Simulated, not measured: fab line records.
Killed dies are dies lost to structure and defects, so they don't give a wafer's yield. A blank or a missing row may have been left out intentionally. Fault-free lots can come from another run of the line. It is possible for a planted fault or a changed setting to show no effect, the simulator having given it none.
fab line records	flow gf180mcu
[record] lots = 24	wafers = 72	last_day = 34
route steps=602 shown V2@384 M3@413 V3@434 V4@481 MIM@507
lots with no fault: from the same line, run without faults
start_h: hours from the record's first day to the start of the lot's first wafer shown	wait_h: hours since the lot's step before	" same as the row above	L1.1+2: a single row standing in for several wafers	- either no value or no given start	* or withheld: withheld	< > ~ a bound
route shown NAME@n: a module of which the file shows steps, and the number in the route of the first	usual: average and standard deviation across the fault-free wafers	same: alike in all rows	chamber/n: place in a boat	sites: per-site readings	_std_site: how widely they spread, as a standard deviation	_edge_site: mean of outer sites minus mean of inner sites	radius_mm: how far each site lies from the wafer's centre	mask NAME#n: copy n	behind: the tool/chamber that last shaped the wafer	hold: what put the lot on hold/how long, in hours/how the hold closed	device: whichever transistor did not switch (one of n, p or np)	end of line: the tests these same wafers got at the end of their route	step lacking rows: just its recipe	killed: dies that structure and defects cost at the first sort, which is not the same as the wafer's yield	map: shows each die of a wafer: x if killed, . if not, _ if none is there
set.NAME: setting as actually run; set.NAME@STEP: the setting as run at that earlier step	model.NAME: the simulator's own value behind a step, which no gauge read
route steps across a sampled set of lots; one table per step, one row per wafer
services: from which hour (start_h, from the record's first day; less than 0 if before it) a tool's chamber was out of use, for how many hours, and why
[[steps]]
[step GF_V2_CVD_02]
[recipe] material = SiO2	target_thk_nm = 850	precursor = TEOS	temp_c = 400	time_s = 94.851	rf_w = 600
[usual] heater_power_w = 679/96
lot.wafer	tool	chamber	start_h	wait_h	heater_power_w
L074.1	pecvd-01	0	430.94	0.1	582
L074.3	"	2	"	"	703
L074.5	"	2	"	"	752
L075.2	pecvd-04	0	437.14	0.0	790
L075.3	"	2	"	"	772
L075.5	"	2	"	"	804
L076.3	pecvd-04	1	450.71	0.0	770
L076.5	"	2	"	"	651
L076.6	"	1	"	"	623
L077.3	pecvd-01	1	456.84	0.0	717
L077.4	"	1	"	"	756
L077.6	"	2	"	"	732
L078.1	pecvd-04	1	478.07	0.1	677
L078.2	"	2	"	"	822
L078.4	"	1	"	"	741
L079.2	pecvd-02	1	478.77	0.0	575
L079.3	"	2	"	"	870
L079.4	"	1	"	"	637
L080.3	pecvd-02	2	489.17	0.0	851
L080.4	"	0	"	"	523
L080.5	"	1	"	"	598
L081.1	pecvd-02	1	502.58	0.1	664
L081.3	"	0	"	"	643
L081.6	"	0	"	"	539
L082.3	pecvd-01	2	524.51	0.0	635
L082.5	"	1	"	"	625
L082.6	"	2	"	"	691
L083.1	pecvd-02	0	533.46	0.1	620
L083.3	"	2	"	"	799
L083.6	"	2	"	"	872
L084.4	pecvd-02	2	536.55	0.1	702
L084.5	"	0	"	"	523
L084.6	"	1	"	"	670
L085.3	pecvd-02	2	550.85	0.0	786
L085.4	"	2	"	"	825
L085.5	"	1	"	"	524
L086.1	pecvd-02	1	554.70	0.1	629
L086.5	"	2	"	"	684
L086.6	"	0	"	"	666
L087.3	pecvd-01	2	561.54	0.0	759
L087.4	"	2	"	"	607
L087.6	"	0	"	"	548
L089.3	pecvd-02	1	566.63	0.0	585
L089.4	"	2	"	"	819
L089.6	"	0	"	"	636
L088.3	pecvd-04	0	573.67	0.0	762
L088.4	"	0	"	"	808
L088.5	"	2	"	"	657
L090.4	pecvd-02	0	578.18	0.1	654
L090.5	"	1	"	"	667
L090.6	"	2	"	"	858
L092.3	pecvd-02	2	590.25	0.0	848
L092.5	"	0	"	"	658
L092.6	"	1	"	"	609
L091.2	pecvd-02	0	592.25	0.0	546
L091.3	"	1	"	"	558
L091.4	"	2	"	"	870
L093.1	pecvd-02	2	608.61	0.1	697
L093.2	"	1	"	"	637
L093.4	"	2	"	"	788
L094.2	pecvd-04	0	610.50	0.0	653
L094.4	"	2	"	"	815
L094.6	"	0	"	"	738
L095.3	pecvd-01	0	613.17	0.0	525
L095.4	"	0	"	"	581
L095.5	"	1	"	"	622
L096.4	pecvd-02	2	621.24	0.1	864
L096.5	"	1	"	"	617
L096.6	"	0	"	"	668
L097.2	pecvd-01	2	627.45	0.0	668
L097.3	"	0	"	"	603
L097.5	"	2	"	"	710
[step GF_M3_SPUTTER_04]
[recipe] material = TiN	target_thk_nm = 50	power_w = 6500	time_s = 41.7	chamber_pressure_pa = 0.4
[usual] throttle_valve_pct = 29.6/1.1
lot.wafer	tool	chamber	start_h	wait_h	throttle_valve_pct
L074.1	pvd_sputter-02	-	457.20	0.0	28.1
L074.3	"	-	"	"	30.4
L074.5	"	-	"	"	28.9
L075.2	pvd_sputter-04	-	463.12	0.0	30.0
L075.3	"	-	"	"	31.7
L075.5	"	-	"	"	28.7
L076.3	pvd_sputter-04	-	476.79	0.0	28.9
L076.5	"	-	"	"	30.3
L076.6	"	-	"	"	31.4
L077.3	pvd_sputter-01	-	482.86	0.0	29.3
L077.4	"	-	"	"	28.6
L077.6	"	-	"	"	29.3
L078.1	pvd_sputter-01	-	503.68	0.0	27.4
L078.2	"	-	"	"	28.8
L078.4	"	-	"	"	30.2
L079.2	pvd_sputter-02	-	504.89	0.0	29.9
L079.3	"	-	"	"	30.2
L079.4	"	-	"	"	28.7
L080.3	pvd_sputter-02	-	514.49	0.0	30.4
L080.4	"	-	"	"	28.9
L080.5	"	-	"	"	30.3
L081.1	pvd_sputter-04	-	527.74	0.0	32.1
L081.3	"	-	"	"	30.2
L081.6	"	-	"	"	29.8
L082.3	pvd_sputter-04	-	549.66	0.0	31.1
L082.5	"	-	"	"	30.2
L082.6	"	-	"	"	31.0
L083.1	pvd_sputter-04	-	558.31	0.0	28.5
L083.3	"	-	"	"	29.9
L083.6	"	-	"	"	30.1
L084.4	pvd_sputter-01	-	561.24	0.0	29.0
L084.5	"	-	"	"	29.3
L084.6	"	-	"	"	30.2
L085.3	pvd_sputter-02	-	574.71	0.0	30.3
L085.4	"	-	"	"	28.4
L085.5	"	-	"	"	28.1
L086.1	pvd_sputter-02	-	579.11	0.0	30.2
L086.5	"	-	"	"	28.4
L086.6	"	-	"	"	28.9
L087.3	pvd_sputter-02	-	585.17	0.0	29.9
L087.4	"	-	"	"	30.3
L087.6	"	-	"	"	29.8
L089.3	pvd_sputter-02	-	591.46	0.0	30.6
L089.4	"	-	"	"	28.3
L089.6	"	-	"	"	30.2
L088.3	pvd_sputter-04	-	597.43	0.0	31.1
L088.4	"	-	"	"	30.0
L088.5	"	-	"	"	31.6
L090.4	pvd_sputter-01	-	601.80	0.0	30.2
L090.5	"	-	"	"	29.2
L090.6	"	-	"	"	30.4
L092.3	pvd_sputter-02	-	614.27	0.0	29.9
L092.5	"	-	"	"	30.6
L092.6	"	-	"	"	28.2
L091.2	pvd_sputter-02	-	615.74	0.0	28.7
L091.3	"	-	"	"	29.8
L091.4	"	-	"	"	28.3
L093.1	pvd_sputter-01	-	630.94	0.0	27.5
L093.2	"	-	"	"	30.3
L093.4	"	-	"	"	29.4
L094.2	pvd_sputter-01	-	632.67	0.0	28.6
L094.4	"	-	"	"	27.6
L094.6	"	-	"	"	29.4
L095.3	pvd_sputter-04	-	636.67	0.0	31.4
L095.4	"	-	"	"	28.9
L095.5	"	-	"	"	31.1
L096.4	pvd_sputter-01	-	643.44	0.0	30.5
L096.5	"	-	"	"	28.7
L096.6	"	-	"	"	27.4
L097.2	pvd_sputter-02	-	649.90	0.0	28.4
L097.3	"	-	"	"	28.2
L097.5	"	-	"	"	30.0
[step GF_V3_BOW_MEAS_05]
[recipe] mode = bow
[usual] V3_BOW = 117/8.9
lot.wafer	tool	chamber	start_h	wait_h	V3_BOW[um]
L074.1	film_metro-04	-	483.13	0.1	117
L074.3	"	-	"	"	114
L074.5	"	-	"	"	128
L075.2	film_metro-04	-	488.74	0.2	120
L075.3	"	-	"	"	108
L075.5	"	-	"	"	116
L076.3	film_metro-03	-	502.10	0.2	115
L076.5	"	-	"	"	109
L076.6	"	-	"	"	107
L077.3	film_metro-03	-	507.59	0.3	108
L077.4	"	-	"	"	111
L077.6	"	-	"	"	112
L078.1	film_metro-02	-	527.89	0.1	131
L078.2	"	-	"	"	118
L078.4	"	-	"	"	116
L079.2	film_metro-04	-	529.76	0.2	109
L079.3	"	-	"	"	114
L079.4	"	-	"	"	116
L080.3	film_metro-03	-	539.14	0.3	137
L080.4	"	-	"	"	118
L080.5	"	-	"	"	135
L081.1	film_metro-04	-	551.89	0.2	128
L081.3	"	-	"	"	117
L081.6	"	-	"	"	118
L082.3	film_metro-02	-	573.41	0.2	118
L082.5	"	-	"	"	127
L082.6	"	-	"	"	114
L083.1	film_metro-03	-	581.49	0.1	130
L083.3	"	-	"	"	121
L083.6	"	-	"	"	119
L084.4	film_metro-02	-	584.42	0.3	128
L084.5	"	-	"	"	131
L084.6	"	-	"	"	134
L085.3	film_metro-02	-	597.87	0.1	111
L085.4	"	-	"	"	117
L085.5	"	-	"	"	111
L086.1	film_metro-03	-	602.22	0.1	114
L086.5	"	-	"	"	113
L086.6	"	-	"	"	121
L087.3	film_metro-02	-	608.17	0.3	111
L087.4	"	-	"	"	121
L087.6	"	-	"	"	133
L089.3	film_metro-02	-	613.53	0.2	119
L089.4	"	-	"	"	107
L089.6	"	-	"	"	115
L088.3	film_metro-02	-	619.45	0.2	115
L088.4	"	-	"	"	123
L088.5	"	-	"	"	118
L090.4	film_metro-03	-	623.93	0.2	120
L090.5	"	-	"	"	120
L090.6	"	-	"	"	118
L092.3	film_metro-04	-	636.89	0.2	107
L092.5	"	-	"	"	111
L092.6	"	-	"	"	121
L091.2	film_metro-03	-	637.35	0.1	123
L091.3	"	-	"	"	127
L091.4	"	-	"	"	117
L093.1	film_metro-04	-	651.76	0.2	96
L093.2	"	-	"	"	117
L093.4	"	-	"	"	112
L094.2	film_metro-02	-	654.78	0.1	90
L094.4	"	-	"	"	100
L094.6	"	-	"	"	96
L095.3	film_metro-03	-	657.26	0.3	109
L095.4	"	-	"	"	111
L095.5	"	-	"	"	103
L096.4	film_metro-02	-	664.46	0.2	114
L096.5	"	-	"	"	119
L096.6	"	-	"	"	100
L097.2	film_metro-04	-	670.75	0.3	120
L097.3	"	-	"	"	106
L097.5	"	-	"	"	118
[step GF_V4_BOW_MEAS_05]
[recipe] mode = bow
[usual] V4_BOW = 137/9.6
lot.wafer	tool	chamber	start_h	wait_h	V4_BOW[um]
L074.1	film_metro-01	-	533.07	0.1	137
L074.3	"	-	"	"	133
L074.5	"	-	"	"	148
L075.2	film_metro-01	-	537.51	0.2	145
L075.3	"	-	"	"	132
L075.5	"	-	"	"	141
L076.3	film_metro-04	-	551.63	0.3	125
L076.5	"	-	"	"	119
L076.6	"	-	"	"	116
L077.3	film_metro-02	-	557.27	0.2	124
L077.4	"	-	"	"	128
L077.6	"	-	"	"	129
L078.1	film_metro-01	-	575.53	0.2	150
L078.2	"	-	"	"	138
L078.4	"	-	"	"	136
L079.2	film_metro-04	-	578.32	0.2	132
L079.3	"	-	"	"	135
L079.4	"	-	"	"	138
L080.3	film_metro-04	-	586.13	0.2	151
L080.4	"	-	"	"	132
L080.5	"	-	"	"	147
L081.1	film_metro-01	-	598.38	0.2	145
L081.3	"	-	"	"	133
L081.6	"	-	"	"	136
L082.3	film_metro-01	-	618.12	0.3	141
L082.5	"	-	"	"	152
L082.6	"	-	"	"	139
L083.1	film_metro-02	-	626.46	0.2	150
L083.3	"	-	"	"	141
L083.6	"	-	"	"	137
L084.4	film_metro-01	-	629.04	0.3	153
L084.5	"	-	"	"	156
L084.6	"	-	"	"	159
L085.3	film_metro-02	-	641.77	0.3	130
L085.4	"	-	"	"	137
L085.5	"	-	"	"	130
L086.1	film_metro-02	-	646.12	0.1	138
L086.5	"	-	"	"	137
L086.6	"	-	"	"	145
L087.3	film_metro-02	-	651.46	0.3	136
L087.4	"	-	"	"	146
L087.6	"	-	"	"	157
L089.3	film_metro-04	-	655.84	0.2	141
L089.4	"	-	"	"	128
L089.6	"	-	"	"	136
L088.3	film_metro-01	-	661.72	0.2	135
L088.4	"	-	"	"	145
L088.5	"	-	"	"	139
L090.4	film_metro-04	-	667.83	0.3	130
L090.5	"	-	"	"	130
L090.6	"	-	"	"	130
L092.3	film_metro-04	-	677.97	0.2	130
L092.5	"	-	"	"	133
L092.6	"	-	"	"	145
L091.2	film_metro-01	-	679.54	0.1	141
L091.3	"	-	"	"	144
L091.4	"	-	"	"	135
L093.1	film_metro-01	-	692.98	0.1	121
L093.2	"	-	"	"	143
L093.4	"	-	"	"	135
L094.2	film_metro-02	-	694.55	0.3	115
L094.4	"	-	"	"	124
L094.6	"	-	"	"	120
L095.3	film_metro-02	-	698.27	0.2	120
L095.4	"	-	"	"	124
L095.5	"	-	"	"	115
L096.4	film_metro-04	-	705.04	0.3	133
L096.5	"	-	"	"	139
L096.6	"	-	"	"	120
L097.2	film_metro-01	-	711.09	0.2	136
L097.3	"	-	"	"	124
L097.5	"	-	"	"	134
[step GF_MIM_SPUTTER_04]
[recipe] material = TiN	target_thk_nm = 50	power_w = 6500	time_s = 41.7	chamber_pressure_pa = 0.4
[usual] throttle_valve_pct = 29.6/1.2
lot.wafer	tool	chamber	start_h	wait_h	throttle_valve_pct
L074.1	pvd_sputter-01	-	558.01	0.0	30.4
L074.3	"	-	"	"	27.6
L074.5	"	-	"	"	28.9
L075.2	pvd_sputter-04	-	561.91	0.0	30.0
L075.3	"	-	"	"	28.5
L075.5	"	-	"	"	28.8
L076.3	pvd_sputter-04	-	575.06	0.0	31.9
L076.5	"	-	"	"	28.8
L076.6	"	-	"	"	31.4
L077.3	pvd_sputter-01	-	581.04	0.0	28.9
L077.4	"	-	"	"	29.0
L077.6	"	-	"	"	30.3
L078.1	pvd_sputter-04	-	598.86	0.0	31.8
L078.2	"	-	"	"	28.7
L078.4	"	-	"	"	31.2
L079.2	pvd_sputter-01	-	601.20	0.0	30.4
L079.3	"	-	"	"	28.7
L079.4	"	-	"	"	29.3
L080.3	pvd_sputter-01	-	609.52	0.0	28.8
L080.4	"	-	"	"	27.3
L080.5	"	-	"	"	29.2
L081.1	pvd_sputter-01	-	620.96	0.0	29.4
L081.3	"	-	"	"	27.4
L081.6	"	-	"	"	28.9
L082.3	pvd_sputter-02	-	639.89	0.0	29.7
L082.5	"	-	"	"	28.7
L082.6	"	-	"	"	28.2
L083.1	pvd_sputter-02	-	648.28	0.0	28.7
L083.3	"	-	"	"	28.4
L083.6	"	-	"	"	28.8
L084.4	pvd_sputter-01	-	650.45	0.0	30.4
L084.5	"	-	"	"	29.0
L084.6	"	-	"	"	29.3
L085.3	pvd_sputter-04	-	663.86	0.0	32.0
L085.4	"	-	"	"	28.7
L085.5	"	-	"	"	31.0
L086.1	pvd_sputter-01	-	667.35	0.0	27.4
L086.5	"	-	"	"	27.4
L086.6	"	-	"	"	30.4
L087.3	pvd_sputter-04	-	672.79	0.0	31.3
L087.4	"	-	"	"	31.5
L087.6	"	-	"	"	31.3
L089.3	pvd_sputter-04	-	676.35	0.0	31.0
L089.4	"	-	"	"	31.2
L089.6	"	-	"	"	28.5
L088.3	pvd_sputter-01	-	682.64	0.0	29.2
L088.4	"	-	"	"	28.6
L088.5	"	-	"	"	29.1
L090.4	pvd_sputter-02	-	688.51	0.0	28.3
L090.5	"	-	"	"	28.2
L090.6	"	-	"	"	29.3
L092.3	pvd_sputter-04	-	698.47	0.0	31.4
L092.5	"	-	"	"	28.9
L092.6	"	-	"	"	31.2
L091.2	pvd_sputter-01	-	700.06	0.0	29.1
L091.3	"	-	"	"	27.7
L091.4	"	-	"	"	30.5
L093.1	pvd_sputter-04	-	713.35	0.0	31.0
L093.2	"	-	"	"	30.0
L093.4	"	-	"	"	31.7
L094.2	pvd_sputter-04	-	715.17	0.0	30.1
L094.4	"	-	"	"	31.6
L094.6	"	-	"	"	29.9
L095.3	pvd_sputter-02	-	717.69	0.0	28.3
L095.4	"	-	"	"	28.8
L095.5	"	-	"	"	28.8
L096.4	pvd_sputter-02	-	724.29	0.0	28.6
L096.5	"	-	"	"	29.0
L096.6	"	-	"	"	28.4
L097.2	pvd_sputter-04	-	730.77	0.0	31.1
L097.3	"	-	"	"	30.1
L097.5	"	-	"	"	29.8
[step GF_MIM_CVD_05]
[recipe] material = Si3N4	target_thk_nm = 42	temp_max_c = 400	temp_c = 385	time_s = 29.086	rf_w = 450
[usual] heater_power_w = 684/83
lot.wafer	tool	chamber	start_h	wait_h	heater_power_w
L074.1	pecvd-01	0	558.05	0.0	522
L074.3	"	2	"	"	735
L074.5	"	1	"	"	739
L075.2	pecvd-03	1	561.95	0.0	908
L075.3	"	2	"	"	573
L075.5	"	2	"	"	575
L076.3	pecvd-01	2	575.10	0.0	715
L076.5	"	2	"	"	733
L076.6	"	1	"	"	684
L077.3	pecvd-04	0	581.08	0.0	787
L077.4	"	2	"	"	746
L077.6	"	0	"	"	804
L078.1	pecvd-01	0	598.90	0.0	568
L078.2	"	1	"	"	674
L078.4	"	0	"	"	563
L079.2	pecvd-04	0	601.24	0.0	647
L079.3	"	2	"	"	755
L079.4	"	1	"	"	635
L080.3	pecvd-03	0	609.56	0.0	626
L080.4	"	2	"	"	710
L080.5	"	0	"	"	643
L081.1	pecvd-03	1	621.00	0.0	759
L081.3	"	0	"	"	647
L081.6	"	0	"	"	637
L082.3	pecvd-01	0	639.93	0.0	599
L082.5	"	0	"	"	598
L082.6	"	2	"	"	684
L083.1	pecvd-03	1	648.32	0.0	852
L083.3	"	2	"	"	581
L083.6	"	2	"	"	587
L084.4	pecvd-01	2	650.51	0.0	659
L084.5	"	2	"	"	650
L084.6	"	0	"	"	547
L085.3	pecvd-03	1	663.90	0.0	794
L085.4	"	1	"	"	782
L085.5	"	2	"	"	680
L086.1	pecvd-04	1	667.39	0.0	756
L086.5	"	2	"	"	746
L086.6	"	1	"	"	761
L087.3	pecvd-03	2	672.84	0.0	696
L087.4	"	1	"	"	832
L087.6	"	2	"	"	693
L089.3	pecvd-03	2	676.41	0.0	581
L089.4	"	1	"	"	744
L089.6	"	2	"	"	580
L088.3	pecvd-01	1	682.68	0.0	641
L088.4	"	1	"	"	628
L088.5	"	2	"	"	687
L090.4	pecvd-04	0	688.57	0.0	750
L090.5	"	1	"	"	757
L090.6	"	2	"	"	723
L092.3	pecvd-01	1	698.51	0.0	693
L092.5	"	1	"	"	680
L092.6	"	0	"	"	586
L091.2	pecvd-03	1	700.10	0.0	788
L091.3	"	2	"	"	697
L091.4	"	1	"	"	802
L093.1	pecvd-03	0	713.39	0.0	610
L093.2	"	2	"	"	576
L093.4	"	0	"	"	640
L094.2	pecvd-03	2	715.21	0.0	704
L094.4	"	1	"	"	764
L094.6	"	0	"	"	627
L095.3	pecvd-03	0	717.73	0.0	594
L095.4	"	1	"	"	761
L095.5	"	0	"	"	609
L096.4	pecvd-04	0	724.35	0.0	771
L096.5	"	2	"	"	719
L096.6	"	1	"	"	636
L097.2	pecvd-01	0	730.81	0.0	586
L097.3	"	1	"	"	713
L097.5	"	1	"	"	722
[[services]]
tool	chamber	start_h	hours	kind
pvd_sputter-04	0	428.40	-	consumable_replace:kit
pvd_sputter-04	0	428.40	18.0	scheduled_down
pvd_sputter-04	0	428.40	18.0	vent_cycle
pvd_sputter-04	-	434.80	4.6	repair
pecvd-03	0	445.20	18.6	repair
pvd_sputter-01	-	451.92	1.4	repair
pvd_sputter-04	-	459.30	3.5	repair
pecvd-01	1	461.60	20.7	repair
pecvd-04	-	481.51	6.0	pm
pvd_sputter-01	0	522.93	-	consumable_replace:kit
pvd_sputter-01	0	522.93	18.0	scheduled_down
pecvd-03	0	572.66	5.1	repair
pvd_sputter-02	-	581.45	1.3	repair
pecvd-03	-	591.12	14.0	pm
pecvd-01	-	592.20	0.3	repair
pvd_sputter-02	-	636.00	3.1	repair
pecvd-04	-	643.22	2.9	repair
pecvd-01	1	648.80	20.7	repair
pvd_sputter-04	3	667.09	-	consumable_replace:kit
pvd_sputter-04	3	667.09	18.0	scheduled_down
pvd_sputter-04	3	667.09	18.0	vent_cycle
pecvd-03	0	669.75	11.9	repair
pecvd-01	2	685.92	8.9	repair
pecvd-01	2	722.58	26.9	repair
[[key]]
fault none
